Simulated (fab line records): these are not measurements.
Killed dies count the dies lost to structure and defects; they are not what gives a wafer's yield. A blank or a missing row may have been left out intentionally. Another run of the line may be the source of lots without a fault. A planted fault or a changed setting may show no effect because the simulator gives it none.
Which tool is to blame? ; flow gf180mcu ; 36 wafers from 12 lots sampled at 2 of the route's 602 steps

## WHAT EACH GAUGE READ, for each wafer
GF_STI_CD_MEAS_12: target cd 220 nm.
lot;measured;on;cdNm (nm)
L474;day 2 03:10;cdSem-01;217.8 219.3 220.1
L475;day 2 07:53;cdSem-01;219.5 220.2 220.2
L480;day 3 08:33;cdSem-01;227.2 226.7 227.0 227.1 226.8 227.5
L482;day 3 18:52;cdSem-01;224.7 225.0 225.2 224.9 225.0 225.5
L485;day 4 10:11;cdSem-01;220.3 220.7 220.3
L489;day 5 06:17;cdSem-01;219.3 219.1 220.5
L490;day 5 13:05;cdSem-02;216.8 217.8 217.7
L493;day 6 02:49;cdSem-02;221.7 221.1 220.9
L494;day 6 08:58;cdSem-02;219.6 218.3 218.1
L495;day 6 15:19;cdSem-02;219.5 219.5 219.8
L496;day 6 18:44;cdSem-02;219.3 219.3 219.5
L497;day 6 23:52;cdSem-02;222.6 222.1 221.5

## WHAT TOOL EACH LOT RAN ON (gives the tool, then ch and the chambers of the sampled wafers, and finally the start)
lot;GF_STI_PEB_10
L474;lithoTrack-03 ch 0, day 2 02:49
L475;lithoTrack-01 ch 0, day 2 07:32
L480;lithoTrack-01 ch 0, day 3 08:14
L482;lithoTrack-01 ch 0, day 3 18:31
L485;lithoTrack-03 ch 0, day 4 09:51
L489;lithoTrack-04 ch 0, day 5 05:57
L490;lithoTrack-03 ch 0, day 5 12:45
L493;lithoTrack-03 ch 0, day 6 02:28
L494;lithoTrack-01 ch 0, day 6 08:37
L495;lithoTrack-03 ch 0, day 6 14:58
L496;lithoTrack-03 ch 0, day 6 18:24
L497;lithoTrack-01 ch 0, day 6 23:29
- GF_STI_PEB_10: peb time 90 s.

## WHAT THE TOOLS THEMSELVES READ (means of the sampled wafers that have a number; where no wafer has one, the mark that the record gives instead)
GF_STI_PEB_10.
lot;tool;chillPlateTempC (C);heaterPowerTotalW (W);plateTempC (C);resistLineTempC (C)
L474;lithoTrack-03;22.99;85.68;135.20;22.88
L475;lithoTrack-01;22.91;85.70;135.22;23.07
L480;lithoTrack-01;22.82;83.89;132.82;23.00
L482;lithoTrack-01;23.15;83.95;132.91;23.02
L485;lithoTrack-03;23.02;85.71;135.03;22.87
L489;lithoTrack-04;23.04;85.72;134.94;22.88
L490;lithoTrack-03;23.08;85.69;135.03;23.10
L493;lithoTrack-03;23.01;85.76;134.90;22.98
L494;lithoTrack-01;23.02;85.64;134.91;22.93
L495;lithoTrack-03;23.00;85.66;134.99;23.09
L496;lithoTrack-03;22.91;85.80;135.12;23.05
L497;lithoTrack-01;23.03;85.75;135.01;23.12

## THE ANSWER, worked out from the rows above alone
Rule: usual is defined by the lots themselves. Put in order of their means at a reading, lots are off if they are a third of the lots or fewer, leave a main group of 4 or more, and stand apart from it by a gap of 3 or more times the standard deviation of the main group's means; of several such gaps the widest counts. If all means in a main group match to the digits the tables above print for the reading, that group is not used. Also off: a lot with no number at a reading for which 4 or more lots have one. All remaining lots with rows at the step are treated as sound. After the gauges, taken in route order, come the tools' own readings; for these a lot's mean is taken, as printed above. The first step at which some lot is off is used, and at that step the reading that is off furthest; a lot without a number counts as furthest.
Off: L480, L482 (GF_STI_PEB_10, heaterPowerTotalW). The main group has a mean of 85.71 W with a standard deviation of 0.046.
A tool fits if, at that step or a process step before it, it ran every lot that is off, and no sound lot after the first of them. No candidate that was tried fits.

## WHAT HAD BEEN PUT IN BY THE SIMULATOR
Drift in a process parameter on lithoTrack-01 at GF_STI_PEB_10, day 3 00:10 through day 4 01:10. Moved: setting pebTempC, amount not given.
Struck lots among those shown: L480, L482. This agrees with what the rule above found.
